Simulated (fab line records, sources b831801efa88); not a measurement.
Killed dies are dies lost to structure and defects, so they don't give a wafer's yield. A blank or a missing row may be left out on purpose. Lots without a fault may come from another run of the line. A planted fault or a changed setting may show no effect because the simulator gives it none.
fab line records | flow gf180mcu
record lots=5 wafers=15 last_day=34
route steps=602 shown STI@22 DNWELL@32 NWELL@42 LVPWELL@54
lots that met no fault: from a run of the same line without faults
start_h: hours from the record's first day to the start of the lot's first wafer shown | wait_h: hours since the lot's step before | " the same as in the row above | L1.1+2: a row that stands for several wafers | - no value, or no start given | * or withheld: withheld | < > ~ a bound
route shown NAME@n: a module of which the file shows steps, and the number in the route of the first | usual: mean/standard deviation of fault-free wafers | same: alike in all rows | chamber/n: place in a boat | sites: the reading at each site | _std_site: their standard deviation | _edge_site: outer sites' mean less inner sites' | radius_mm: how far each site lies from the wafer's centre | mask NAME#n: copy n | behind: the tool/chamber that last shaped the wafer | hold: why the lot was held/for how many hours/how that ended | device: the transistor (n, p or np) that didn't switch | end of line: the same wafers' tests at the end of the route | a step without rows: its recipe alone | killed: dies lost to structure and defects at the first sort, not the wafer's yield | map: a wafer's dies, x killed, . not, _ none there
set.NAME: the setting as run; set.NAME@STEP: as run at that earlier step | model.NAME: the simulator's own value behind a step, which no gauge read
lots at some steps of the route; a table a step, a row a wafer
services: from which hour (start_h, from the record's first day; less than 0 if before it) a tool's chamber was out of use, for how many hours, and why
## steps
# step GF_STI_OXIDATION_21
# recipe temp_c=1000 ambient=O2 stabilise_s=600 purge_s=300 target_thk_a=150 ox_time_s=458
# usual spike_tc_bottom_C=1018.8/2.4 spike_tc_centre_C=1001.0/1.3
# same purge_s=300
# columns lot.wafer tool chamber start_h wait_h spike_tc_bottom_C spike_tc_centre_C
L074.1 furnace-01 0 29.04 0.4 1017.3 1000.3
L074.4 " 0 " " 1017.6 1000.0
L074.6 " 0 " " 1015.8 1000.6
L086.2 furnace-01 0 88.60 0.0 1016.6 1001.0
L086.5 " 0 " " 1016.0 999.3
L086.6 " 0 " " 1015.4 998.6
L089.1 furnace-02 0 104.75 0.5 1021.9 1002.3
L089.3 " 0 " " 1021.1 1002.9
L089.5 " 0 " " 1021.8 1002.6
L093.2 furnace-02 0 126.32 2.6 1022.2 1000.7
L093.4 " 0 " " 1019.2 1001.4
L093.5 " 0 " " 1019.9 1002.6
L095.1 furnace-01 0 137.12 0.9 1016.4 999.3
L095.3 " 0 " " 1015.7 1002.8
L095.5 " 0 " " 1015.8 1000.1
# step GF_STI_THK_MEAS_22
# recipe reads=SiO2_of_STI_OXIDATION_21
# usual STI_OXIDATION_01_THK=15.1/0.33
# columns lot.wafer tool chamber start_h wait_h STI_OXIDATION_01_THK[nm]
L074.1 film_metro-04 - 30.17 0.0 14.9
L074.4 " - " " 14.5
L074.6 " - " " 14.7
L086.2 film_metro-04 - 89.74 0.0 15.2
L086.5 " - " " 15.3
L086.6 " - " " 15.1
L089.1 film_metro-04 - 105.88 0.0 15.4
L089.3 " - " " 15.2
L089.5 " - " " 15.5
L093.2 film_metro-02 - 127.46 0.0 15.2
L093.4 " - " " 15.2
L093.5 " - " " 15.4
L095.1 film_metro-03 - 138.25 0.0 15.1
L095.3 " - " " 15.1
L095.5 " - " " 15.2
# step GF_STI_CVD_23
# recipe material=SiO2 target_thk_nm=650 sigma_open_frac=0.3 time_s=108.3 temp_c=600 sih4_flow_sccm=60 pressure_mtorr=6
# usual susceptor_temp_C=599.99/0.26
# columns lot.wafer tool chamber start_h wait_h susceptor_temp_C
L074.1 hdpcvd-01 1 30.23 0.1 599.82
L074.4 " 0 " " 600.14
L074.6 " 1 " " 599.86
L086.2 hdpcvd-02 1 89.79 0.0 599.84
L086.5 " 2 " " 599.80
L086.6 " 0 " " 599.92
L089.1 hdpcvd-02 2 105.94 0.1 600.41
L089.3 " 0 " " 600.32
L089.5 " 2 " " 599.78
L093.2 hdpcvd-02 0 127.51 0.0 600.30
L093.4 " 1 " " 600.12
L093.5 " 2 " " 599.90
L095.1 hdpcvd-01 2 138.31 0.1 600.05
L095.3 " 0 " " 599.93
L095.5 " 0 " " 600.16
# step GF_STI_THK_MEAS_24
# recipe reads=SiO2_of_STI_CVD_23
# usual STI_CVD_23_THK=647/7.5
# columns lot.wafer tool chamber start_h wait_h STI_CVD_23_THK[nm]
L074.1 film_metro-02 - 30.35 0.1 656
L074.4 " - " " 657
L074.6 " - " " 653
L086.2 film_metro-02 - 89.87 0.0 639
L086.5 " - " " 636
L086.6 " - " " 643
L089.1 film_metro-02 - 106.02 0.0 634
L089.3 " - " " 640
L089.5 " - " " 639
L093.2 film_metro-03 - 127.60 0.0 656
L093.4 " - " " 647
L093.5 " - " " 647
L095.1 film_metro-02 - 138.39 0.0 649
L095.3 " - " " 648
L095.5 " - " " 650
# step GF_STI_CMP_25
# recipe stop_on=Si3N4 t_overpolish_s=33 down_force_psi=4 platen_rpm=60 target_thk_nm=524.6 pad_velocity_m_s=0.94248
# usual motor_current_A=11.6/0.97 overpolish_run_s=33.001/0.009 slurry_filter_dp_kPa=13.49/0.12 slurry_flow_ml_min=150.0/0.48 time_to_endpoint_s=119/4
# columns lot.wafer tool chamber start_h wait_h motor_current_A overpolish_run_s slurry_filter_dp_kPa slurry_flow_ml_min time_to_endpoint_s
L074.1 cmp-01 1 30.51 0.1 11.4 33.001 13.62 149.5 123
L074.4 " 2 " " 13.9 32.996 13.41 149.7 117
L074.6 " 3 " " 9.8 32.992 13.37 149.6 117
L086.2 cmp-01 3 89.98 0.1 11.8 33.013 13.58 150.0 113
L086.6 " 3 " " 10.9 32.995 13.62 151.0 116
L086.5 " 0 " " 10.7 33.006 13.39 150.3 115
L089.3 cmp-02 2 106.13 0.1 10.6 32.993 13.52 149.4 123
L089.1 " 3 " " 11.3 32.992 13.51 150.4 117
L089.5 " 2 " " 11.0 33.011 13.65 149.4 122
L093.4 cmp-01 0 127.65 0.0 11.5 32.995 13.19 149.7 118
L093.2 " 1 " " 11.9 33.010 13.54 149.3 123
L093.5 " 1 " " 11.8 33.010 13.46 150.2 118
L095.3 cmp-02 3 138.50 0.1 11.6 33.011 13.24 150.0 117
L095.1 " 1 " " 12.3 32.999 13.57 150.2 121
L095.5 " 3 " " 12.1 33.005 13.48 149.3 120
# step GF_STI_WET_ETCH_26
# recipe chemistry=dHF target_depth_nm=94 target=SiO2 temp_c=25 dilution=10:1 time_s=188
# columns lot.wafer tool chamber start_h wait_h
L074.1+4+6 wet_bench-04 1 30.71 0.1
L086.2+5+6 wet_bench-04 1 90.28 0.2
L089.1+3+5 wet_bench-01 3 106.38 0.1
L093.2+4+5 wet_bench-01 1 127.95 0.2
L095.1+3+5 wet_bench-01 0 138.75 0.1
# step GF_STI_WET_ETCH_27
# recipe chemistry=H3PO4 target_depth_nm=160 target=Si3N4 temp_c=160 time_s=1825
# columns lot.wafer tool chamber start_h wait_h
L074.1+4+6 wet_bench-01 3 30.77 0.0
L086.2+5+6 wet_bench-01 0 90.34 0.0
L089.1+3+5 wet_bench-03 3 106.44 0.0
L093.2+4+5 wet_bench-04 1 128.01 0.0
L095.1+3+5 wet_bench-03 3 138.81 0.0
# step GF_STI_WET_ETCH_28
# recipe chemistry=dHF target_depth_nm=20 dry=ipa_marangoni target=SiO2 temp_c=25 dilution=10:1 time_s=40
# columns lot.wafer tool chamber start_h wait_h
L074.1+4+6 wet_bench-04 0 31.29 0.0
L086.2+5+6 wet_bench-04 0 90.90 0.0
L089.1+3+5 wet_bench-04 1 106.95 0.0
L093.2+4+5 wet_bench-01 3 128.57 0.0
L095.1+3+5 wet_bench-03 0 139.32 0.0
# step GF_STI_OXIDATION_29
# recipe temp_c=900 ambient=O2 stabilise_s=600 purge_s=300 target_thk_a=100 ox_time_s=1418
# usual spike_tc_bottom_C=919.2/2.1 spike_tc_centre_C=901.1/1.2
# same purge_s=300
# columns lot.wafer tool chamber start_h wait_h spike_tc_bottom_C spike_tc_centre_C
L074.1 furnace-02 0 31.31 0.0 920.7 901.8
L074.4 " 0 " " 921.8 902.8
L074.6 " 0 " " 919.7 903.4
L086.2 furnace-01 0 94.26 3.3 917.8 900.4
L086.5 " 0 " " 918.0 900.4
L086.6 " 0 " " 915.6 899.0
L089.1 furnace-02 0 108.77 1.8 921.4 903.2
L089.3 " 0 " " 922.5 901.6
L089.5 " 0 " " 922.2 900.5
L093.2 furnace-01 0 131.60 3.0 916.6 899.7
L093.4 " 0 " " 916.7 900.9
L093.5 " 0 " " 916.8 900.0
L095.1 furnace-01 0 139.70 0.4 917.0 899.2
L095.3 " 0 " " 916.3 899.4
L095.5 " 0 " " 917.7 898.6
# step GF_STI_THK_MEAS_30
# recipe reads=SiO2_of_STI_OXIDATION_29
# usual STI_OXIDATION_02_THK=10.06/0.14
# columns lot.wafer tool chamber start_h wait_h STI_OXIDATION_02_THK[nm]
L074.1 film_metro-03 - 32.70 0.0 10.03
L074.4 " - " " 10.19
L074.6 " - " " 10.19
L086.2 film_metro-03 - 95.67 0.0 9.91
L086.5 " - " " 9.83
L086.6 " - " " 9.92
L089.1 film_metro-02 - 110.17 0.0 10.30
L089.3 " - " " 10.26
L089.5 " - " " 10.19
L093.2 film_metro-03 - 133.01 0.0 9.93
L093.4 " - " " 10.09
L093.5 " - " " 10.10
L095.1 film_metro-03 - 141.09 0.0 10.02
L095.3 " - " " 10.04
L095.5 " - " " 9.92
# step GF_DNWELL_DEHYDRATE_00
# recipe temp_c=200 time_s=60
# usual plate_temp_C=200.01/0.16
# columns lot.wafer tool chamber start_h wait_h plate_temp_C
L074.1 litho_track-03 0 38.39 5.7 199.79
L074.4 " 0 " " 199.70
L074.6 " 0 " " 199.63
L086.2 litho_track-04 0 102.17 6.5 199.93
L086.5 " 0 " " 199.97
L086.6 " 0 " " 199.89
L089.1 litho_track-04 0 117.25 7.1 199.97
L089.3 " 0 " " 200.00
L089.5 " 0 " " 199.88
L093.2 litho_track-03 0 139.26 6.2 200.07
L093.4 " 0 " " 200.04
L093.5 " 0 " " 200.21
L095.1 litho_track-03 0 148.49 7.4 200.03
L095.3 " 0 " " 199.95
L095.5 " 0 " " 200.12
# step GF_DNWELL_HMDS_01
# recipe prime_time_s=60 prime_temp_c=120
# columns lot.wafer tool chamber start_h wait_h
L074.1+4+6 litho_track-03 0 38.54 0.1
L086.2+5+6 litho_track-04 0 102.32 0.1
L089.1+3+5 litho_track-04 0 117.40 0.1
L093.2+4+5 litho_track-03 0 139.41 0.1
L095.1+3+5 litho_track-03 0 148.64 0.1
# step GF_DNWELL_COAT_02
# recipe spin_rpm=2000 resist_thk_nm=3000
# columns lot.wafer tool chamber start_h wait_h
L074.1+4+6 litho_track-03 0 38.69 0.1
L086.2+5+6 litho_track-04 0 102.47 0.1
L089.1+3+5 litho_track-04 0 117.55 0.1
L093.2+4+5 litho_track-03 0 139.56 0.1
L095.1+3+5 litho_track-03 0 148.79 0.1
# step GF_DNWELL_SOFTBAKE_03
# recipe temp_c=110 time_s=withheld
# usual plate_temp_C=109.98/0.12
# columns lot.wafer tool chamber start_h wait_h plate_temp_C
L074.1 litho_track-03 0 38.84 0.1 109.93
L074.4 " 0 " " 110.00
L074.6 " 0 " " 110.10
L086.2 litho_track-04 0 102.63 0.1 109.81
L086.5 " 0 " " 110.05
L086.6 " 0 " " 109.83
L089.1 litho_track-04 0 117.70 0.1 109.94
L089.3 " 0 " " 109.80
L089.5 " 0 " " 109.78
L093.2 litho_track-03 0 139.72 0.1 109.91
L093.4 " 0 " " 109.96
L093.5 " 0 " " 109.89
L095.1 litho_track-03 0 148.94 0.1 110.03
L095.3 " 0 " " 109.95
L095.5 " 0 " " 109.96
# step GF_DNWELL_EXPOSE_04
# recipe mask_id=DNWELL target_cd_nm=1700 na=0.6 source_shape=conventional sigma_outer=0.6 dose_mj=260
# usual focus_offset_nm=-0.1/0.48
# same na=0.6
# columns lot.wafer tool chamber start_h wait_h mask focus_offset_nm
L074.1 iline_stepper-02 0 - - DNWELL#0 0.2
L074.4 " 0 " " DNWELL#0 1.0
L074.6 " 0 " " DNWELL#0 -0.4
L086.2 iline_stepper-01 0 - - DNWELL#0 -0.4
L086.5 " 0 " " DNWELL#0 -0.2
L086.6 " 0 " " DNWELL#0 0.1
L089.1 iline_stepper-02 0 - - DNWELL#0 0.0
L089.3 " 0 " " DNWELL#0 0.5
L089.5 " 0 " " DNWELL#0 -0.6
L093.2 iline_stepper-02 0 - - DNWELL#0 0.6
L093.4 " 0 " " DNWELL#0 0.1
L093.5 " 0 " " DNWELL#0 0.1
L095.1 iline_stepper-02 0 - - DNWELL#0 0.0
L095.3 " 0 " " DNWELL#0 0.2
L095.5 " 0 " " DNWELL#0 0.7
# step GF_DNWELL_PEB_05
# recipe temp_c=115 time_s=withheld
# usual plate_temp_C=115.02/0.15
# columns lot.wafer tool chamber start_h wait_h plate_temp_C
L074.1 litho_track-02 0 - - 115.05
L074.4 " 0 " " 114.96
L074.6 " 0 " " 115.16
L086.2 litho_track-03 0 - - 115.13
L086.5 " 0 " " 115.05
L086.6 " 0 " " 115.12
L089.1 litho_track-02 0 - - 115.11
L089.3 " 0 " " 115.07
L089.5 " 0 " " 115.26
L093.2 litho_track-04 0 - - 115.02
L093.4 " 0 " " 114.93
L093.5 " 0 " " 115.02
L095.1 litho_track-02 0 - - 114.78
L095.3 " 0 " " 115.07
L095.5 " 0 " " 114.85
# step GF_DNWELL_DEVELOP_06
# recipe wall_angle_deg=90 develop_time_s=60 dev_temp_c=23
# usual developer_temp_C=22.98/0.12
# columns lot.wafer tool chamber start_h wait_h developer_temp_C
L074.1 litho_track-02 0 - - 23.08
L074.4 " 0 " " 22.99
L074.6 " 0 " " 23.00
L086.2 litho_track-03 0 - - 23.03
L086.5 " 0 " " 23.02
L086.6 " 0 " " 22.97
L089.1 litho_track-02 0 - - 22.78
L089.3 " 0 " " 22.95
L089.5 " 0 " " 22.75
L093.2 litho_track-04 0 - - 22.80
L093.4 " 0 " " 23.11
L093.5 " 0 " " 23.04
L095.1 litho_track-02 0 - - 22.85
L095.3 " 0 " " 22.83
L095.5 " 0 " " 22.80
# step GF_DNWELL_IMPLANT_07
# recipe species=P energy_kev=1500 dose_cm2=1e+13 tilt_deg=0
# usual end_station_pressure_torr=5.04e-06/2.7e-07
# same implant_ion_amu=31
# columns lot.wafer tool chamber start_h wait_h end_station_pressure_torr
L074.1 implanter-04 0 45.01 - 5.17e-06
L074.4 " 0 " " 4.8e-06
L074.6 " 0 " " 4.54e-06
L086.2 implanter-04 0 109.76 - 5.27e-06
L086.5 " 0 " " 5.23e-06
L086.6 " 0 " " 4.88e-06
L089.1 implanter-03 0 124.66 - 4.91e-06
L089.3 " 0 " " 5.17e-06
L089.5 " 0 " " 5.31e-06
L093.2 implanter-04 0 147.57 - 5.43e-06
L093.4 " 0 " " 5.17e-06
L093.5 " 0 " " 5.25e-06
L095.1 implanter-03 0 157.01 - 5.02e-06
L095.3 " 0 " " 4.92e-06
L095.5 " 0 " " 5.03e-06
# step GF_DNWELL_STRIP_08
# recipe chemistry=O2/N2 power_w=1400 pressure_mtorr=1500 platen_temp_c=250 o2_flow_sccm=3000 n2_flow_sccm=300 overash_fraction=0.5
# usual chamber_pressure_mTorr=1500.2/1.4 drypump_motor_current_A=5.6/0.4 heater_power_w=321/36 oes_product_au=0.722/0.0046 strip_time_to_endpoint_s=37.00/0.099
# same overash_fraction=0.5
# columns lot.wafer tool chamber start_h wait_h chamber_pressure_mTorr drypump_motor_current_A heater_power_w oes_product_au rf_hours_counter_h strip_time_to_endpoint_s
L074.1 plasma_asher-01 0 45.16 0.1 1499.7 6.2 304 0.720 34 37.10
L074.4 " 0 " " 1498.3 6.2 309 0.714 - 37.02
L074.6 " 1 " " 1500.2 5.2 343 0.722 - 37.02
L086.2 plasma_asher-03 1 109.89 0.1 1500.2 5.4 406 0.724 50 36.95
L086.5 " 1 " " 1502.5 5.4 396 0.728 - 36.95
L086.6 " 0 " " 1497.2 6.0 302 0.732 - 37.01
L089.1 plasma_asher-01 1 124.81 0.1 1501.6 5.2 341 0.721 44 36.88
L089.3 " 0 " " 1501.0 6.2 305 0.719 - 36.87
L089.5 " 0 " " 1502.2 6.1 308 0.723 - 36.80
L093.2 plasma_asher-04 1 147.70 0.1 1501.5 5.8 319 0.718 38 36.92
L093.4 " 0 " " 1500.1 5.2 278 0.719 - 36.93
L093.5 " 0 " " 1501.1 5.2 274 0.728 - 37.01
L095.1 plasma_asher-01 1 157.16 0.1 1502.3 5.2 340 0.720 47 36.89
L095.3 " 1 " " 1501.8 5.2 344 0.723 - 36.86
L095.5 " 1 " " 1500.1 5.2 343 0.723 - 36.85
# step GF_DNWELL_TW_MEAS_09
# usual DNWELL_TW=1357/11
# columns lot.wafer tool chamber start_h wait_h DNWELL_TW
L074.1 film_metro-02 - 45.26 0.1 1350
L074.4 " - " " 1347
L074.6 " - " " 1351
L086.2 film_metro-04 - 110.00 0.1 1361
L086.5 " - " " 1355
L086.6 " - " " 1360
L089.1 film_metro-02 - 124.91 0.1 1357
L089.3 " - " " 1360
L089.5 " - " " 1366
L093.2 film_metro-02 - 147.81 0.1 1343
L093.4 " - " " 1350
L093.5 " - " " 1339
L095.1 film_metro-04 - 157.26 0.1 1371
L095.3 " - " " 1363
L095.5 " - " " 1372
# step GF_NWELL_DEHYDRATE_00
# recipe temp_c=200 time_s=60
# usual plate_temp_C=200.00/0.15
# columns lot.wafer tool chamber start_h wait_h plate_temp_C
L074.1 litho_track-04 0 50.55 5.3 200.05
L074.4 " 0 " " 200.00
L074.6 " 0 " " 200.18
L086.2 litho_track-02 0 116.83 6.8 199.90
L086.5 " 0 " " 199.59
L086.6 " 0 " " 199.82
L089.1 litho_track-02 0 132.46 7.5 200.05
L089.3 " 0 " " 199.95
L089.5 " 0 " " 200.00
L093.2 litho_track-04 0 154.82 7.0 199.95
L093.4 " 0 " " 200.05
L093.5 " 0 " " 200.03
L095.1 litho_track-02 0 164.81 7.5 200.15
L095.3 " 0 " " 199.97
L095.5 " 0 " " 199.94
# step GF_NWELL_HMDS_01
# recipe prime_time_s=60 prime_temp_c=120
# columns lot.wafer tool chamber start_h wait_h
L074.1+4+6 litho_track-04 0 50.70 0.1
L086.2+5+6 litho_track-02 0 116.98 0.1
L089.1+3+5 litho_track-02 0 132.61 0.1
L093.2+4+5 litho_track-04 0 154.97 0.1
L095.1+3+5 litho_track-02 0 164.96 0.1
# step GF_NWELL_COAT_02
# recipe spin_rpm=2000 resist_thk_nm=3000
# columns lot.wafer tool chamber start_h wait_h
L074.1+4+6 litho_track-04 0 50.85 0.1
L086.2+5+6 litho_track-02 0 117.13 0.1
L089.1+3+5 litho_track-02 0 132.76 0.1
L093.2+4+5 litho_track-04 0 155.12 0.1
L095.1+3+5 litho_track-02 0 165.11 0.1
# step GF_NWELL_SOFTBAKE_03
# recipe temp_c=110 time_s=withheld
# usual plate_temp_C=109.98/0.13
# columns lot.wafer tool chamber start_h wait_h plate_temp_C
L074.1 litho_track-04 0 51.00 0.1 109.86
L074.4 " 0 " " 109.86
L074.6 " 0 " " 109.93
L086.2 litho_track-02 0 117.29 0.1 109.97
L086.5 " 0 " " 110.18
L086.6 " 0 " " 110.15
L089.1 litho_track-02 0 132.91 0.1 109.98
L089.3 " 0 " " 110.15
L089.5 " 0 " " 109.99
L093.2 litho_track-04 0 155.28 0.1 110.01
L093.4 " 0 " " 109.86
L093.5 " 0 " " 109.87
L095.1 litho_track-02 0 165.26 0.1 110.10
L095.3 " 0 " " 109.99
L095.5 " 0 " " 110.05
# step GF_NWELL_EXPOSE_04
# recipe mask_id=Nwell target_cd_nm=860 na=0.6 source_shape=conventional sigma_outer=0.6 dose_mj=260
# usual focus_offset_nm=0.0/0.55
# same na=0.6
# columns lot.wafer tool chamber start_h wait_h mask focus_offset_nm
L074.1 iline_stepper-02 0 - - Nwell#0 -0.7
L074.4 " 0 " " Nwell#0 -0.2
L074.6 " 0 " " Nwell#0 -0.5
L086.2 iline_stepper-01 0 - - Nwell#0 -0.2
L086.5 " 0 " " Nwell#0 1.1
L086.6 " 0 " " Nwell#0 -0.4
L089.1 iline_stepper-01 0 - - Nwell#0 -0.4
L089.3 " 0 " " Nwell#0 -0.2
L089.5 " 0 " " Nwell#0 -0.2
L093.2 iline_stepper-01 0 - - Nwell#0 0.2
L093.4 " 0 " " Nwell#0 -0.4
L093.5 " 0 " " Nwell#0 0.2
L095.1 iline_stepper-02 0 - - Nwell#0 0.7
L095.3 " 0 " " Nwell#0 0.1
L095.5 " 0 " " Nwell#0 0.5
# step GF_NWELL_PEB_05
# recipe temp_c=115 time_s=withheld
# usual plate_temp_C=115.02/0.13
# columns lot.wafer tool chamber start_h wait_h plate_temp_C
L074.1 litho_track-04 0 - - 115.00
L074.4 " 0 " " 114.96
L074.6 " 0 " " 115.14
L086.2 litho_track-04 0 - - 114.90
L086.5 " 0 " " 114.89
L086.6 " 0 " " 114.90
L089.1 litho_track-01 0 - - 114.88
L089.3 " 0 " " 114.89
L089.5 " 0 " " 115.00
L093.2 litho_track-01 0 - - 115.04
L093.4 " 0 " " 114.79
L093.5 " 0 " " 114.98
L095.1 litho_track-02 0 - - 115.00
L095.3 " 0 " " 114.82
L095.5 " 0 " " 114.80
# step GF_NWELL_DEVELOP_06
# recipe wall_angle_deg=90 develop_time_s=60 dev_temp_c=23
# usual developer_temp_C=22.99/0.091
# columns lot.wafer tool chamber start_h wait_h developer_temp_C
L074.1 litho_track-04 0 - - 23.02
L074.4 " 0 " " 22.94
L074.6 " 0 " " 23.04
L086.2 litho_track-04 0 - - 22.92
L086.5 " 0 " " 22.87
L086.6 " 0 " " 22.77
L089.1 litho_track-01 0 - - 22.97
L089.3 " 0 " " 23.06
L089.5 " 0 " " 23.09
L093.2 litho_track-01 0 - - 22.84
L093.4 " 0 " " 22.93
L093.5 " 0 " " 22.95
L095.1 litho_track-02 0 - - 23.13
L095.3 " 0 " " 23.06
L095.5 " 0 " " 23.04
# step GF_NWELL_OVL_MEAS_07
# usual NWELL_OVL=-0.3/1.6
# columns lot.wafer tool chamber start_h wait_h NWELL_OVL[nm]
L074.1 overlay-02 - 57.85 - 1.3
L074.4 " - " " 0.2
L074.6 " - " " 3.4
L086.2 overlay-02 - 124.30 - -2.0
L086.5 " - " " -2.9
L086.6 " - " " -4.4
L089.1 overlay-01 - 139.52 - -1.0
L089.3 " - " " -0.4
L089.5 " - " " -0.6
L093.2 overlay-01 - 163.37 - -2.5
L093.4 " - " " -0.9
L093.5 " - " " -1.7
L095.1 overlay-01 - 174.11 - 0.1
L095.3 " - " " -1.4
L095.5 " - " " 2.4
# step GF_NWELL_IMPLANT_08
# recipe species=P energy_kev=450 dose_cm2=1.5e+13 tilt_deg=0
# usual end_station_pressure_torr=5.08e-06/2.6e-07
# same implant_ion_amu=31
# columns lot.wafer tool chamber start_h wait_h end_station_pressure_torr
L074.1 implanter-03 0 57.89 0.0 4.91e-06
L074.4 " 0 " " 5.23e-06
L074.6 " 0 " " 5.5e-06
L086.2 implanter-04 0 124.36 0.0 4.59e-06
L086.5 " 0 " " 4.67e-06
L086.6 " 0 " " 4.6e-06
L089.1 implanter-03 0 139.55 0.0 5.27e-06
L089.3 " 0 " " 5.35e-06
L089.5 " 0 " " 5.24e-06
L093.2 implanter-04 0 163.43 0.0 4.99e-06
L093.4 " 0 " " 5.31e-06
L093.5 " 0 " " 5.02e-06
L095.1 implanter-04 0 174.14 0.0 5.5e-06
L095.3 " 0 " " 5.23e-06
L095.5 " 0 " " 4.81e-06
# step GF_NWELL_IMPLANT_09
# recipe species=P energy_kev=160 dose_cm2=4e+12 tilt_deg=0
# usual end_station_pressure_torr=5.05e-06/2.5e-07
# same implant_ion_amu=31
# columns lot.wafer tool chamber start_h wait_h end_station_pressure_torr
L074.1 implanter-03 0 58.04 0.1 4.97e-06
L074.4 " 0 " " 5.28e-06
L074.6 " 0 " " 5.15e-06
L086.2 implanter-04 0 124.51 0.1 4.92e-06
L086.5 " 0 " " 4.95e-06
L086.6 " 0 " " 4.63e-06
L089.1 implanter-03 0 139.70 0.1 5.02e-06
L089.3 " 0 " " 4.89e-06
L089.5 " 0 " " 5.31e-06
L093.2 implanter-04 0 163.58 0.1 4.59e-06
L093.4 " 0 " " 5.22e-06
L093.5 " 0 " " 4.93e-06
L095.1 implanter-04 0 174.29 0.1 5.25e-06
L095.3 " 0 " " 4.78e-06
L095.5 " 0 " " 4.73e-06
# step GF_NWELL_STRIP_10
# recipe chemistry=O2/N2 power_w=1400 pressure_mtorr=1500 platen_temp_c=250 o2_flow_sccm=3000 n2_flow_sccm=300 overash_fraction=0.5
# usual chamber_pressure_mTorr=1500.2/1.3 drypump_motor_current_A=5.6/0.37 heater_power_w=318/42 oes_product_au=0.722/0.0047 strip_time_to_endpoint_s=36.97/0.1
# same overash_fraction=0.5
# columns lot.wafer tool chamber start_h wait_h chamber_pressure_mTorr drypump_motor_current_A heater_power_w oes_product_au rf_hours_counter_h strip_time_to_endpoint_s
L074.1 plasma_asher-04 1 58.19 0.1 1499.9 5.8 318 0.723 26 36.88
L074.4 " 1 " " 1500.1 5.8 312 0.727 - 36.96
L074.6 " 1 " " 1501.4 5.8 318 0.718 - 36.96
L086.2 plasma_asher-03 1 124.63 0.1 1500.2 5.4 395 0.721 52 37.00
L086.5 " 0 " " 1499.7 6.0 298 0.712 - 36.89
L086.6 " 1 " " 1498.6 5.4 403 0.724 - 36.95
L089.1 plasma_asher-04 1 139.85 0.1 1500.4 5.8 317 0.719 37 37.08
L089.3 " 0 " " 1499.2 5.2 277 0.728 - 36.98
L089.5 " 1 " " 1498.9 5.8 309 0.725 - 37.15
L093.2 plasma_asher-04 1 163.70 0.1 1501.1 5.8 320 0.731 40 36.91
L093.4 " 0 " " 1501.2 5.2 279 0.716 - 36.96
L093.5 " 0 " " 1499.3 5.2 279 0.718 - 36.97
L095.1 plasma_asher-02 1 174.44 0.1 1502.1 5.4 289 0.720 4 36.97
L095.3 " 0 " " 1499.6 6.3 371 0.727 - 37.04
L095.5 " 0 " " 1500.5 6.4 368 0.713 - 37.08
# step GF_NWELL_TW_MEAS_11
# usual NWELL_TW=1568/7.3
# columns lot.wafer tool chamber start_h wait_h NWELL_TW
L074.1 film_metro-02 - 58.29 0.1 1579
L074.4 " - " " 1569
L074.6 " - " " 1571
L086.2 film_metro-03 - 124.74 0.1 1563
L086.5 " - " " 1560
L086.6 " - " " 1558
L089.1 film_metro-03 - 139.95 0.1 1565
L089.3 " - " " 1561
L089.5 " - " " 1564
L093.2 film_metro-03 - 163.81 0.1 1565
L093.4 " - " " 1558
L093.5 " - " " 1569
L095.1 film_metro-02 - 174.54 0.1 1568
L095.3 " - " " 1566
L095.5 " - " " 1576
# step GF_LVPWELL_DEHYDRATE_00
# recipe temp_c=200 time_s=60
# usual plate_temp_C=200.00/0.15
# columns lot.wafer tool chamber start_h wait_h plate_temp_C
L074.1 litho_track-02 0 64.21 5.9 200.14
L074.4 " 0 " " 199.84
L074.6 " 0 " " 200.12
L086.2 litho_track-01 0 131.94 7.2 199.83
L086.5 " 0 " " 200.04
L086.6 " 0 " " 200.06
L089.1 litho_track-01 0 147.27 7.3 199.97
L089.3 " 0 " " 200.12
L089.5 " 0 " " 200.15
L093.2 litho_track-01 0 171.69 7.9 200.12
L093.4 " 0 " " 200.04
L093.5 " 0 " " 199.74
L095.1 litho_track-01 0 182.41 7.9 199.72
L095.3 " 0 " " 199.86
L095.5 " 0 " " 199.78
# step GF_LVPWELL_HMDS_01
# recipe prime_time_s=60 prime_temp_c=120
# columns lot.wafer tool chamber start_h wait_h
L074.1+4+6 litho_track-02 0 64.36 0.1
L086.2+5+6 litho_track-01 0 132.09 0.1
L089.1+3+5 litho_track-01 0 147.42 0.1
L093.2+4+5 litho_track-01 0 171.84 0.1
L095.1+3+5 litho_track-01 0 182.56 0.1
# step GF_LVPWELL_COAT_02
# recipe spin_rpm=2000 resist_thk_nm=3000
# columns lot.wafer tool chamber start_h wait_h
L074.1+4+6 litho_track-02 0 64.51 0.1
L086.2+5+6 litho_track-01 0 132.24 0.1
L089.1+3+5 litho_track-01 0 147.57 0.1
L093.2+4+5 litho_track-01 0 171.99 0.1
L095.1+3+5 litho_track-01 0 182.71 0.1
# step GF_LVPWELL_SOFTBAKE_03
# recipe temp_c=110 time_s=withheld
# usual plate_temp_C=109.96/0.15
# columns lot.wafer tool chamber start_h wait_h plate_temp_C
L074.1 litho_track-02 0 64.66 0.1 109.77
L074.4 " 0 " " 109.87
L074.6 " 0 " " 109.86
L086.2 litho_track-01 0 132.40 0.1 109.80
L086.5 " 0 " " 109.95
L086.6 " 0 " " 109.82
L089.1 litho_track-01 0 147.72 0.1 109.92
L089.3 " 0 " " 109.83
L089.5 " 0 " " 109.71
L093.2 litho_track-01 0 172.15 0.1 109.96
L093.4 " 0 " " 109.92
L093.5 " 0 " " 110.02
L095.1 litho_track-01 0 182.86 0.1 109.91
L095.3 " 0 " " 110.05
L095.5 " 0 " " 109.90
## services
# columns tool chamber start_h hours kind
hdpcvd-01 2 18.67 12.3 repair
furnace-02 - 19.98 3.2 pm
wet_bench-03 - 25.57 35.6 pm
implanter-04 - 39.66 3.5 pm
iline_stepper-02 - 42.45 1.7 pm
plasma_asher-04 - 50.54 3.1 repair
cmp-02 - 55.25 5.0 pm
iline_stepper-02 - 56.86 3.4 repair
cmp-02 - 64.27 4.0 pm
cmp-02 - 69.62 0.9 repair
implanter-03 - 81.84 7.1 repair
hdpcvd-02 - 85.28 0.6 repair
cmp-01 - 93.51 5.0 pm
hdpcvd-01 2 103.79 20.8 repair
implanter-03 - 103.79 3.7 pm
hdpcvd-01 1 103.96 5.0 repair
furnace-01 - 106.79 24.8 pm
implanter-03 - 108.36 6.7 repair
hdpcvd-01 1 113.74 3.0 repair
iline_stepper-01 - 137.69 4.3 repair
cmp-01 - 137.91 1.1 repair
furnace-01 - 165.01 3.1 pm
cmp-01 - 170.53 1.8 repair
implanter-03 - 172.48 5.0 pm
## key
fault none
